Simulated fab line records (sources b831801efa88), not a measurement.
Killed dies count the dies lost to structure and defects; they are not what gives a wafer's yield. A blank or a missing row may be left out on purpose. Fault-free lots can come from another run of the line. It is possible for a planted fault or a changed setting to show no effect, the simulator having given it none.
What tool caused it?    flow gf180mcu    13 lots with 39 wafers sampled at 6 steps, on a route of 602 steps

## WHAT EACH GAUGE READ, for each wafer
GF_CONTACT_THK_MEAS_01.
lot   measured      on            CONTACT_CVD_00_THK (nm)
L908  day 15 17:32  filmMetro-01  295 297 300
L909  day 16 03:38  filmMetro-04  297 302 298
L910  day 16 09:16  filmMetro-01  302 300 305
L911  day 16 14:44  filmMetro-04  303 302 304
L913  day 17 20:15  filmMetro-01  303 302 304
L915  day 18 02:54  filmMetro-02  299 297 299
L916  day 18 10:38  filmMetro-01  298 297 298
L919  day 19 14:53  filmMetro-02  297 299 299
L920  day 19 22:34  filmMetro-01  296 299 299
L921  day 20 08:22  filmMetro-01  145 150 148
L922  day 20 19:09  filmMetro-02  155 155 153
L929  day 23 02:32  filmMetro-02  302 300 303
L930  day 23 04:19  filmMetro-01  297 294 296

GF_CONTACT_OVL_MEAS_15.
lot   measured      on          CONTACT_OVL (nm)
L908  day 16 16:52  overlay-01  3 12 4
L909  day 17 02:47  overlay-02  12 14 10
L910  day 17 08:25  overlay-01  10 8 1
L911  day 17 15:04  overlay-02  10 6 7
L913  day 18 20:11  overlay-01  6 -3 1
L915  day 19 02:37  overlay-02  4 8 4
L916  day 19 10:44  overlay-01  -6 -2 -2
L919  day 20 15:39  overlay-02  11 12 10
L920  day 20 23:21  overlay-01  -2 2 -3
L921  day 21 09:19  overlay-02  1 5 6
L922  day 21 19:56  overlay-01  -1 0 9
L929  day 24 01:57  overlay-01  5 4 8
L930  day 24 03:52  overlay-01  8 8 4

GF_M1_CD_MEAS_14: the cd target is 230 nm.
lot   measured      on        cdNm (nm)
L908  day 17 17:27  cdSem-01  232.0 230.6 232.2
L909  day 18 03:34  cdSem-02  231.0 231.6 231.4
L910  day 18 09:58  cdSem-01  230.7 229.8 230.3
L911  day 18 16:10  cdSem-01  229.5 229.4 229.2
L913  day 19 20:58  cdSem-01  230.9 230.5 231.2
L915  day 20 03:55  cdSem-02  231.0 229.1 230.7
L916  day 20 12:45  cdSem-02  230.6 229.5 229.3
L919  day 21 16:34  cdSem-01  230.0 230.4 229.4
L920  day 22 01:34  cdSem-01  230.1 229.7 228.7
L921  day 22 09:56  cdSem-02  227.4 227.4 226.3
L922  day 22 20:15  cdSem-01  232.1 233.3 233.5
L929  day 25 01:52  cdSem-01  232.0 230.8 231.5
L930  day 25 02:50  cdSem-02  230.5 229.1 230.8

GF_V1_THK_MEAS_01.
lot   measured      on            V1_CVD_00_THK (nm)
L908  day 17 18:20  filmMetro-03  583 594 581
L909  day 18 04:27  filmMetro-01  607 602 612
L910  day 18 10:52  filmMetro-03  609 605 608
L911  day 18 17:04  filmMetro-01  591 588 589
L913  day 19 22:29  filmMetro-03  588 594 597
L915  day 20 04:49  filmMetro-02  598 593 599
L916  day 20 13:38  filmMetro-03  594 601 600
L919  day 21 17:28  filmMetro-03  588 595 595
L920  day 22 02:28  filmMetro-01  603 610 610
L921  day 22 10:51  filmMetro-01  608 604 601
L922  day 22 21:08  filmMetro-02  608 608 604
L929  day 25 02:47  filmMetro-02  604 598 604
L930  day 25 03:45  filmMetro-03  601 600 596

## WHAT TOOL EACH LOT RAN ON (gives the tool, then ch and the chambers of the sampled wafers, and finally the start)
lot   GF_CONTACT_CVD_00                 GF_CONTACT_ETCH_17
L908  hdpcvd-02 ch 0,1, day 15 17:30    rieDiel-01 ch 1,2,3, day 17 17:27 or earlier
L909  hdpcvd-01 ch 0,2, day 16 03:35    rieDiel-01 ch 0,2,3, day 18 03:34 or earlier
L910  hdpcvd-02 ch 0,1,2, day 16 09:13  rieDiel-04 ch 2,3, day 18 09:58 or earlier
L911  hdpcvd-01 ch 1,2, day 16 14:40    rieDiel-01 ch 0,3, day 18 16:10 or earlier
L913  hdpcvd-01 ch 0,1,2, day 17 20:13  rieDiel-04 ch 0,1,2, day 19 20:58 or earlier
L915  hdpcvd-02 ch 0,2, day 18 02:52    rieDiel-02 ch 0,1,3, day 20 03:55 or earlier
L916  hdpcvd-02 ch 1,2, day 18 10:35    rieDiel-04 ch 2,3, day 20 12:45 or earlier
L919  hdpcvd-01 ch 0,1,2, day 19 14:50  rieDiel-01 ch 0,2,3, day 21 16:34 or earlier
L920  hdpcvd-01 ch 0,1,2, day 19 22:31  rieDiel-02 ch 2,3, day 22 01:34 or earlier
L921  hdpcvd-01 ch 0,1,2, day 20 08:19  rieDiel-02 ch 0,2,3, day 22 09:56 or earlier
L922  hdpcvd-01 ch 0,1,2, day 20 19:06  rieDiel-04 ch 1,2, day 22 20:15 or earlier
L929  hdpcvd-01 ch 0,2, day 23 02:29    rieDiel-01 ch 0,1,3, day 25 01:52 or earlier
L930  hdpcvd-02 ch 0,1,2, day 23 04:15  rieDiel-02 ch 0,1,2, day 25 02:50 or earlier
- GF_CONTACT_CVD_00: deposits SiO2, target thk 300 nm, time 50 s.
- GF_CONTACT_ETCH_17: etches SiO2 in C4F8/O2/Ar, stops on CoSi2, target depth 860 nm.

## WHAT THE TOOLS THEMSELVES READ (means of the sampled wafers that have a number; where no wafer has one, the mark that the record gives instead)
GF_CONTACT_CVD_00.
lot   tool       sih4FlowSccm (sccm)
L908  hdpcvd-02  59.96
L909  hdpcvd-01  59.97
L910  hdpcvd-02  60.05
L911  hdpcvd-01  60.10
L913  hdpcvd-01  59.81
L915  hdpcvd-02  59.87
L916  hdpcvd-02  60.11
L919  hdpcvd-01  59.78
L920  hdpcvd-01  59.96
L921  hdpcvd-01  30.09
L922  hdpcvd-01  29.95
L929  hdpcvd-01  59.96
L930  hdpcvd-02  60.05

GF_CONTACT_ETCH_17.
lot   tool        oesProductAu (a.u.)
L908  rieDiel-01  0.812
L909  rieDiel-01  0.814
L910  rieDiel-04  0.816
L911  rieDiel-01  0.817
L913  rieDiel-04  0.818
L915  rieDiel-02  0.820
L916  rieDiel-04  0.818
L919  rieDiel-01  0.816
L920  rieDiel-02  0.816
L921  rieDiel-02  0.735
L922  rieDiel-04  0.742
L929  rieDiel-01  0.815
L930  rieDiel-02  0.808

## THE ANSWER, worked out from the rows above alone
Rule: the usual values come from the lots themselves. The widest of any qualifying gaps counts: lots, ordered by their means at a reading, are off when they make up no more than a third of the lots, leave a main group of 4 or more, and stand apart from it by 3 or more times the standard deviation of that group's means. If all means in a main group match to the digits the tables above print for the reading, that group is not used. Also off: a lot with no number at a reading for which 4 or more lots have one. All remaining lots with rows at the step are treated as sound. The gauges are gone through in route order, then the tools' own readings, and for those a lot's mean is taken as printed above. The first step at which some lot is off is used, and at that step the reading that is off furthest; a lot without a number counts as furthest.
Off: at GF_CONTACT_THK_MEAS_01 (CONTACT_CVD_00_THK), L921, L922. Main group: mean 299 nm, sd 2.4.
If a tool, at a process step before that reading, ran all the lots that are off and no sound lot after the first of them, it fits. The gauges at GF_CONTACT_THK_MEAS_01 aren't tried: what is off there is off at GF_CONTACT_CVD_00 too, on other tools, and a gauge's error can't cause that. None of those tried fits.

## WHAT WAS PUT IN BY THE SIMULATOR
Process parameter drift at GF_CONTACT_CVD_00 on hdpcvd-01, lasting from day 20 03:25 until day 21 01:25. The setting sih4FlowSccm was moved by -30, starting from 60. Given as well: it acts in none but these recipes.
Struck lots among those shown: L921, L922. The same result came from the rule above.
